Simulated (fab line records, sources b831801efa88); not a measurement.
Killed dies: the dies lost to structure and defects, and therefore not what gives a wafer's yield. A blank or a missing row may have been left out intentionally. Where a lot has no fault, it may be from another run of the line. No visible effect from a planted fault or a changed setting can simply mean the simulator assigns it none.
What tool caused it? || flow sky130 || 39 wafers from 13 lots sampled at 4 of the route's 708 steps

== WHAT THE GAUGES SHOWED, per wafer ==
SKY_METAL1_RS_MEAS_05: measures by four-point-probe. Usual: METAL1_ALCU_RS 0.1264 ohm/sq, standard deviation 0.0013.
{"lot": "L341", "measured": "day 31 20:34", "on": "film-metro-04", "METAL1_ALCU_RS (ohm/sq)": "0.1264 0.1252 0.1267", "flag": ""}
{"lot": "L342", "measured": "day 32 02:28", "on": "film-metro-04", "METAL1_ALCU_RS (ohm/sq)": "0.1262 0.1264 0.1261", "flag": ""}
{"lot": "L343", "measured": "day 32 03:28", "on": "film-metro-02", "METAL1_ALCU_RS (ohm/sq)": "0.1253 0.1254 0.1254", "flag": ""}
{"lot": "L345", "measured": "day 33 03:53", "on": "film-metro-01", "METAL1_ALCU_RS (ohm/sq)": "0.1245 0.1250 0.1245", "flag": ""}
{"lot": "L353", "measured": "day 35 07:34", "on": "film-metro-02", "METAL1_ALCU_RS (ohm/sq)": "0.1252 0.1265 0.1265", "flag": ""}
{"lot": "L355", "measured": "day 35 19:31", "on": "film-metro-02", "METAL1_ALCU_RS (ohm/sq)": "0.1255 0.1258 0.1265", "flag": ""}
{"lot": "L356", "measured": "day 36 07:41", "on": "film-metro-04", "METAL1_ALCU_RS (ohm/sq)": "0.1258 0.1262 0.1272", "flag": ""}
{"lot": "L357", "measured": "day 36 20:43", "on": "film-metro-04", "METAL1_ALCU_RS (ohm/sq)": "0.1275 0.1270 0.1271", "flag": ""}
{"lot": "L358", "measured": "day 37 14:17", "on": "film-metro-01", "METAL1_ALCU_RS (ohm/sq)": "0.1265 0.1265 0.1265", "flag": ""}
{"lot": "L359", "measured": "day 37 16:30", "on": "film-metro-04", "METAL1_ALCU_RS (ohm/sq)": "0.1245 0.1250 0.1245", "flag": ""}
{"lot": "L361", "measured": "day 37 19:23", "on": "film-metro-04", "METAL1_ALCU_RS (ohm/sq)": "0.1261 0.1264 0.1255", "flag": ""}
{"lot": "L362", "measured": "day 38 07:47", "on": "film-metro-02", "METAL1_ALCU_RS (ohm/sq)": "0.1282 0.1287 0.1291", "flag": ""}
{"lot": "L363", "measured": "day 38 14:07", "on": "film-metro-04", "METAL1_ALCU_RS (ohm/sq)": "0.1266 0.1281 0.1269", "flag": ""}

SKY_VIA1_CD_MEAS_12 targets a cd of 150 nm. Usual: 149.6 nm for cd-nm, sd 1.7.
{"lot": "L341", "measured": "day 34 04:13", "on": "cd-sem-01", "cd-nm (nm)": "150.3 148.4 149.9", "flag": ""}
{"lot": "L342", "measured": "day 34 10:45", "on": "cd-sem-02", "cd-nm (nm)": "147.8 146.5 147.0", "flag": ""}
{"lot": "L343", "measured": "day 34 10:50", "on": "cd-sem-01", "cd-nm (nm)": "149.9 149.1 149.1", "flag": ""}
{"lot": "L345", "measured": "day 35 09:19", "on": "cd-sem-01", "cd-nm (nm)": "147.1 146.1 148.6", "flag": ""}
{"lot": "L353", "measured": "day 37 13:23", "on": "cd-sem-02", "cd-nm (nm)": "152.9 153.3 151.5", "flag": ""}
{"lot": "L355", "measured": "day 38 01:32", "on": "cd-sem-02", "cd-nm (nm)": "150.5 148.6 150.3", "flag": ""}
{"lot": "L356", "measured": "day 38 12:15", "on": "cd-sem-01", "cd-nm (nm)": "149.6 149.3 149.7", "flag": ""}
{"lot": "L357", "measured": "day 38 23:26", "on": "cd-sem-01", "cd-nm (nm)": "149.4 149.1 149.7", "flag": ""}
{"lot": "L358", "measured": "day 39 17:26", "on": "cd-sem-01", "cd-nm (nm)": "148.2 148.9 148.4", "flag": ""}
{"lot": "L359", "measured": "day 39 19:42", "on": "cd-sem-02", "cd-nm (nm)": "152.1 150.1 148.9", "flag": ""}
{"lot": "L361", "measured": "day 39 22:23", "on": "cd-sem-02", "cd-nm (nm)": "148.5 148.8 149.8", "flag": ""}
{"lot": "L362", "measured": "day 40 09:45", "on": "cd-sem-01", "cd-nm (nm)": "150.9 150.8 150.3", "flag": ""}
{"lot": "L363", "measured": "day 40 16:38", "on": "cd-sem-01", "cd-nm (nm)": "150.1 148.9 147.9", "flag": ""}

== WHAT TOOL EACH LOT RAN ON (gives the tool, then ch and the chambers of the sampled wafers, and finally the start) ==
{"lot": "L341", "SKY_VT_ADJUST_PCH_IMPLANT_08": "implanter-04 ch 0, day 10 05:25", "SKY_METAL1_METAL_ETCH_19": "rie-metal-02 ch 0,1, day 32 23:47"}
{"lot": "L342", "SKY_VT_ADJUST_PCH_IMPLANT_08": "implanter-04 ch 0, day 10 16:47", "SKY_METAL1_METAL_ETCH_19": "rie-metal-02 ch 0,1, day 33 06:17"}
{"lot": "L343", "SKY_VT_ADJUST_PCH_IMPLANT_08": "implanter-04 ch 0, day 10 23:31", "SKY_METAL1_METAL_ETCH_19": "rie-metal-01 ch 0,1, day 33 06:42"}
{"lot": "L345", "SKY_VT_ADJUST_PCH_IMPLANT_08": "implanter-04 ch 0, day 11 14:49", "SKY_METAL1_METAL_ETCH_19": "rie-metal-03 ch 0,1, day 34 06:46"}
{"lot": "L353", "SKY_VT_ADJUST_PCH_IMPLANT_08": "implanter-03 ch 0, day 13 23:47", "SKY_METAL1_METAL_ETCH_19": "rie-metal-02 ch 0,1, day 36 09:58"}
{"lot": "L355", "SKY_VT_ADJUST_PCH_IMPLANT_08": "implanter-04 ch 0, day 14 13:02", "SKY_METAL1_METAL_ETCH_19": "rie-metal-02 ch 0,1, day 36 22:35"}
{"lot": "L356", "SKY_VT_ADJUST_PCH_IMPLANT_08": "implanter-03 ch 0, day 15 00:04", "SKY_METAL1_METAL_ETCH_19": "rie-metal-03 ch 0,1, day 37 10:43"}
{"lot": "L357", "SKY_VT_ADJUST_PCH_IMPLANT_08": "implanter-01 ch 0, day 15 12:58", "SKY_METAL1_METAL_ETCH_19": "rie-metal-03 ch 0,1, day 37 21:54"}
{"lot": "L358", "SKY_VT_ADJUST_PCH_IMPLANT_08": "implanter-01 ch 0, day 16 04:20", "SKY_METAL1_METAL_ETCH_19": "rie-metal-03 ch 0,1, day 38 16:00"}
{"lot": "L359", "SKY_VT_ADJUST_PCH_IMPLANT_08": "implanter-04 ch 0, day 16 04:40", "SKY_METAL1_METAL_ETCH_19": "rie-metal-03 ch 0,1, day 38 17:47"}
{"lot": "L361", "SKY_VT_ADJUST_PCH_IMPLANT_08": "implanter-01 ch 0, day 16 15:46", "SKY_METAL1_METAL_ETCH_19": "rie-metal-01 ch 0,1, day 38 20:56"}
{"lot": "L362", "SKY_VT_ADJUST_PCH_IMPLANT_08": "implanter-04 ch 0, day 17 00:02", "SKY_METAL1_METAL_ETCH_19": "rie-metal-03 ch 0,1, day 39 08:24"}
{"lot": "L363", "SKY_VT_ADJUST_PCH_IMPLANT_08": "implanter-01 ch 0, day 17 10:26", "SKY_METAL1_METAL_ETCH_19": "rie-metal-01 ch 0,1, day 39 14:23"}
- SKY_VT_ADJUST_PCH_IMPLANT_08
- SKY_METAL1_METAL_ETCH_19: etches the open film in Cl2/BCl3, stops on SiO2, target depth 360 nm, time 78 s.

== AS READ BY THE TOOLS THEMSELVES (means over the sampled wafers that have a number; for cases with no such wafer, the mark the record gives instead) ==
SKY_VT_ADJUST_PCH_IMPLANT_08. Usual: beam-energy-keV 9.9999, standard deviation 0.0029; dose-ions-cm2 5e+11, standard deviation 5.4e+08.
{"lot": "L341", "tool": "implanter-04", "beam-energy-keV": 10.0017, "dose-ions-cm2": 5e+11, "flag": ""}
{"lot": "L342", "tool": "implanter-04", "beam-energy-keV": 10.0005, "dose-ions-cm2": 5e+11, "flag": ""}
{"lot": "L343", "tool": "implanter-04", "beam-energy-keV": 9.9986, "dose-ions-cm2": 5e+11, "flag": ""}
{"lot": "L345", "tool": "implanter-04", "beam-energy-keV": 9.9981, "dose-ions-cm2": 5e+11, "flag": ""}
{"lot": "L353", "tool": "implanter-03", "beam-energy-keV": 10.0019, "dose-ions-cm2": 5e+11, "flag": ""}
{"lot": "L355", "tool": "implanter-04", "beam-energy-keV": 10.0033, "dose-ions-cm2": 5e+11, "flag": ""}
{"lot": "L356", "tool": "implanter-03", "beam-energy-keV": 10.0008, "dose-ions-cm2": 5e+11, "flag": ""}
{"lot": "L357", "tool": "implanter-01", "beam-energy-keV": 9.9962, "dose-ions-cm2": 5e+11, "flag": ""}
{"lot": "L358", "tool": "implanter-01", "beam-energy-keV": 9.9995, "dose-ions-cm2": 5e+11, "flag": ""}
{"lot": "L359", "tool": "implanter-04", "beam-energy-keV": 10.0053, "dose-ions-cm2": 5e+11, "flag": ""}
{"lot": "L361", "tool": "implanter-01", "beam-energy-keV": 10.0001, "dose-ions-cm2": 5e+11, "flag": ""}
{"lot": "L362", "tool": "implanter-04", "beam-energy-keV": 10.0003, "dose-ions-cm2": 5e+11, "flag": ""}
{"lot": "L363", "tool": "implanter-01", "beam-energy-keV": 10.0003, "dose-ions-cm2": 5e+11, "flag": ""}

SKY_METAL1_METAL_ETCH_19. Usual: bcl3-flow-sccm 30.00 sccm, standard deviation 0.09; drypump-motor-current-A 5.52 A, standard deviation 0.23; oes-product-au 0.855 a.u., standard deviation 0.0057; throttle-valve-pct 22.265 %, standard deviation 0.0095.
{"lot": "L341", "tool": "rie-metal-02", "bcl3-flow-sccm (sccm)": 30.00, "drypump-motor-current-A (A)": 5.32, "oes-product-au (a.u.)": 0.859, "throttle-valve-pct (%)": 22.269, "flag": ""}
{"lot": "L342", "tool": "rie-metal-02", "bcl3-flow-sccm (sccm)": 30.05, "drypump-motor-current-A (A)": 5.35, "oes-product-au (a.u.)": 0.860, "throttle-valve-pct (%)": 22.264, "flag": ""}
{"lot": "L343", "tool": "rie-metal-01", "bcl3-flow-sccm (sccm)": 29.89, "drypump-motor-current-A (A)": 5.48, "oes-product-au (a.u.)": 0.859, "throttle-valve-pct (%)": 22.254, "flag": ""}
{"lot": "L345", "tool": "rie-metal-03", "bcl3-flow-sccm (sccm)": 29.99, "drypump-motor-current-A (A)": 5.73, "oes-product-au (a.u.)": 0.860, "throttle-valve-pct (%)": 22.257, "flag": ""}
{"lot": "L353", "tool": "rie-metal-02", "bcl3-flow-sccm (sccm)": 30.06, "drypump-motor-current-A (A)": 5.21, "oes-product-au (a.u.)": 0.863, "throttle-valve-pct (%)": 22.265, "flag": ""}
{"lot": "L355", "tool": "rie-metal-02", "bcl3-flow-sccm (sccm)": 30.01, "drypump-motor-current-A (A)": 5.22, "oes-product-au (a.u.)": 0.855, "throttle-valve-pct (%)": 22.268, "flag": ""}
{"lot": "L356", "tool": "rie-metal-03", "bcl3-flow-sccm (sccm)": 30.06, "drypump-motor-current-A (A)": 5.67, "oes-product-au (a.u.)": 0.858, "throttle-valve-pct (%)": 22.264, "flag": ""}
{"lot": "L357", "tool": "rie-metal-03", "bcl3-flow-sccm (sccm)": 30.10, "drypump-motor-current-A (A)": 5.67, "oes-product-au (a.u.)": 0.852, "throttle-valve-pct (%)": 22.265, "flag": ""}
{"lot": "L358", "tool": "rie-metal-03", "bcl3-flow-sccm (sccm)": 29.97, "drypump-motor-current-A (A)": 5.71, "oes-product-au (a.u.)": 0.851, "throttle-valve-pct (%)": 22.264, "flag": ""}
{"lot": "L359", "tool": "rie-metal-03", "bcl3-flow-sccm (sccm)": 29.98, "drypump-motor-current-A (A)": 5.69, "oes-product-au (a.u.)": 0.857, "throttle-valve-pct (%)": 22.266, "flag": ""}
{"lot": "L361", "tool": "rie-metal-01", "bcl3-flow-sccm (sccm)": 29.95, "drypump-motor-current-A (A)": 5.49, "oes-product-au (a.u.)": 0.855, "throttle-valve-pct (%)": 22.270, "flag": ""}
{"lot": "L362", "tool": "rie-metal-03", "bcl3-flow-sccm (sccm)": 29.94, "drypump-motor-current-A (A)": 5.69, "oes-product-au (a.u.)": 0.849, "throttle-valve-pct (%)": 22.264, "flag": ""}
{"lot": "L363", "tool": "rie-metal-01", "bcl3-flow-sccm (sccm)": 30.08, "drypump-motor-current-A (A)": 5.47, "oes-product-au (a.u.)": 0.854, "throttle-valve-pct (%)": 22.262, "flag": ""}

== THE ANSWER, worked out from the rows above alone ==
Rule: lot off if the mean of its wafers having a number is beyond 3 standard deviations from the usual mean. A lot without any number at a reading at which 4 lots or more have one is off too. All remaining lots with rows at the step are treated as sound. Order of review: gauges by route order, followed by the tools' own readings, for which a lot's mean as printed above is used. At the first step where some lot is off, the reading lying furthest off is the one used; lots without a number count as furthest.
None of the lots is off at any reading shown; this tells nothing.

== WHAT THE SIMULATOR HAD PUT IN ==
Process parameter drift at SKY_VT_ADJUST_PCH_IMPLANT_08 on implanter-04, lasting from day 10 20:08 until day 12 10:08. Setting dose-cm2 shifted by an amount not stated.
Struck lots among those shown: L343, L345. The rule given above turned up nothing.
